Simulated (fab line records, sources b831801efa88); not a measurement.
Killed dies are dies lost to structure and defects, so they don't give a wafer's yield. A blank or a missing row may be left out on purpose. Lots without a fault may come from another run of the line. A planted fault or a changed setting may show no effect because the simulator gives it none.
A struck lot beside a sound one | flow gf180mcu | 47 steps out of a route of 602
Sound: wafers L137.1, L137.2, L137.4. Struck: wafers L148.1, L148.2, L148.3. The cause comes at the end.
At each step with rows: each side's tool, then ch and its chambers, then its first start. Under that, the readings that differ: sound wafers | struck wafers | difference of the means | sigmas: that difference in standard deviations of wafers without a fault.
alike: readings whose means differ by less than 2 such deviations, and words and numbers that are the same on both sides. not compared: withheld readings, readings that some wafer has no value for, bounds like >300 that may hide the same value, and numbers for which the record gives no deviation and whose values overlap.
The two part at a step that has a row with sigmas, a row that says differs or no value, or rows on one side only. Numbers that don't overlap but have no deviation are shown without sigmas and don't part them. A reading that every wafer of one side lacks parts them only if that side has two wafers or more.

first, 5 steps without rows for these wafers: GF_NWELL_COAT_02 (resist thk 3000 nm); GF_NWELL_SOFTBAKE_03; GF_NWELL_EXPOSE_04 (exposes mask Nwell, target cd 860 nm); GF_NWELL_PEB_05; GF_NWELL_DEVELOP_06 (develop time 60 s).
GF_NWELL_OVL_MEAS_07:
  sound on overlay-01, day 4 15:46; struck on overlay-02, day 7 05:56
  alike: NWELL_OVL
then, 2 steps without rows for these wafers: GF_NWELL_IMPLANT_08; GF_NWELL_IMPLANT_09.
GF_NWELL_STRIP_10: strips in O2/N2.
  sound on plasma_asher-04 ch 0,1, day 4 16:05; struck on plasma_asher-02 ch 0,1, day 7 06:16
  alike: drypump_motor_current_A, heater_power_w, oes_product_au, strip_time_to_endpoint_s
  not compared: rf_hours_counter_h
GF_NWELL_TW_MEAS_11:
  sound on film_metro-04, day 4 16:13; struck on film_metro-04, day 7 06:22
  alike: NWELL_TW
then, 2 steps without rows for these wafers: GF_LVPWELL_DEHYDRATE_00 (time 60 s); GF_LVPWELL_HMDS_01 (prime time 60 s).
GF_LVPWELL_COAT_02: resist thk 3000 nm.
  sound on litho_track-02 ch 0, day 4 22:37; struck on litho_track-03, day 7 13:43
  no value came back on the struck wafers for chill_plate_temp_C (C), dispense_pressure_kPa (kPa), spin_speed_rpm (rpm); on the sound wafers chill_plate_temp_C (C) reads 23.21 23.00 23.06
then, 4 steps without rows for these wafers: GF_LVPWELL_SOFTBAKE_03; GF_LVPWELL_EXPOSE_04 (exposes mask LVPWELL, target cd 600 nm); GF_LVPWELL_PEB_05; GF_LVPWELL_DEVELOP_06 (develop time 60 s).
GF_LVPWELL_OVL_MEAS_07:
  sound on overlay-01, day 5 06:10; struck on overlay-01, day 7 22:25
  reading          | sound         | struck | difference                    | sigmas
  LVPWELL_OVL (nm) | -2.2 -0.4 0.4 | - - -  | no value on the struck wafers |
then, 2 steps without rows for these wafers: GF_LVPWELL_IMPLANT_08; GF_LVPWELL_IMPLANT_09.
GF_LVPWELL_STRIP_10: strips in O2/N2.
  sound on plasma_asher-03 ch 0,1, day 5 06:30; struck on plasma_asher-04 ch 0,1, day 7 22:45
  no value came back on the struck wafers for oes_product_au (a.u.), strip_time_to_endpoint_s (s); on the sound wafers oes_product_au (a.u.) reads 0.726 0.727 0.720
  alike: drypump_motor_current_A, heater_power_w
  not compared: rf_hours_counter_h
GF_LVPWELL_TW_MEAS_11:
  sound on film_metro-04, day 5 06:36; struck on film_metro-04, day 7 22:51
  alike: LVPWELL_TW
then, 7 steps without rows for these wafers: GF_MVSD_DEHYDRATE_00 (time 60 s); GF_MVSD_HMDS_01 (prime time 60 s); GF_MVSD_COAT_02 (resist thk 3000 nm); GF_MVSD_SOFTBAKE_03; GF_MVSD_EXPOSE_04 (exposes mask MVSD, target cd 1000 nm); GF_MVSD_PEB_05; GF_MVSD_DEVELOP_06 (develop time 60 s).
GF_MVSD_OVL_MEAS_07:
  sound on overlay-01, day 5 20:46; struck on overlay-02, day 8 15:16
  alike: MVSD_OVL
then, 2 steps without rows for these wafers: GF_MVSD_IMPLANT_08; GF_MVSD_IMPLANT_09.
GF_MVSD_STRIP_10: strips in O2/N2.
  sound on plasma_asher-01 ch 0,1, day 5 21:07; struck on plasma_asher-01 ch 0,1, day 8 15:37
  alike: drypump_motor_current_A, heater_power_w, oes_product_au, strip_time_to_endpoint_s
  not compared: rf_hours_counter_h
GF_MVSD_TW_MEAS_11:
  sound on film_metro-04, day 5 21:13; struck on film_metro-04, day 8 15:43
  reading | sound          | struck         | difference | sigmas
  MVSD_TW | 1594 1593 1592 | 1623 1626 1623 | +31        | +4
then, 7 steps without rows for these wafers: GF_MVPSD_DEHYDRATE_00 (time 60 s); GF_MVPSD_HMDS_01 (prime time 60 s); GF_MVPSD_COAT_02 (resist thk 3000 nm); GF_MVPSD_SOFTBAKE_03; GF_MVPSD_EXPOSE_04 (exposes mask MVPSD, target cd 1000 nm); GF_MVPSD_PEB_05; GF_MVPSD_DEVELOP_06 (develop time 60 s).
GF_MVPSD_OVL_MEAS_07:
  sound on overlay-01, day 6 11:52; struck on overlay-01, day 9 08:34
  alike: MVPSD_OVL
GF_MVPSD_TW_MEAS_11:
  sound on film_metro-03, day 6 12:19; struck on film_metro-03, day 9 09:02
  reading  | sound             | struck            | difference | sigmas
  MVPSD_TW | 552.0 552.7 555.1 | 700.4 699.9 696.1 | +145.5     | +50
GF_VT_IMPLANT_TW_MEAS_10:
  sound on film_metro-01, day 7 03:45; struck on film_metro-01, day 10 03:00
  reading       | sound       | struck      | difference | sigmas
  VT_IMPLANT_TW | 563 567 563 | 702 701 703 | +138       | +34
GF_VT_IMPLANT_TW_MEAS_21:
  sound on film_metro-04, day 7 18:35; struck on film_metro-04, day 10 20:52
  reading         | sound          | struck         | difference | sigmas
  VT_IMPLANT_2_TW | 1229 1241 1228 | 1273 1274 1268 | +39        | +4
GF_VT_IMPLANT_TW_MEAS_32:
  sound on film_metro-01, day 8 10:59; struck on film_metro-04, day 11 14:05
  reading         | sound             | struck            | difference | sigmas
  VT_IMPLANT_3_TW | 269.7 270.0 269.3 | 581.1 583.5 582.1 | +312.6     | +99 or more
GF_VT_IMPLANT_TW_MEAS_43:
  sound on film_metro-04, day 9 03:05; struck on film_metro-01, day 12 09:19
  reading         | sound       | struck      | difference | sigmas
  VT_IMPLANT_4_TW | 699 700 701 | 791 790 790 | +90        | +15

WHERE THEY PART
First at GF_LVPWELL_COAT_02; last, within this record, at GF_VT_IMPLANT_TW_MEAS_43.

WHY: what the simulator had put in
Skipped step whole: litho_track-03, from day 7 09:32 on, at GF_LVPWELL_COAT_02. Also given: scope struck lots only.
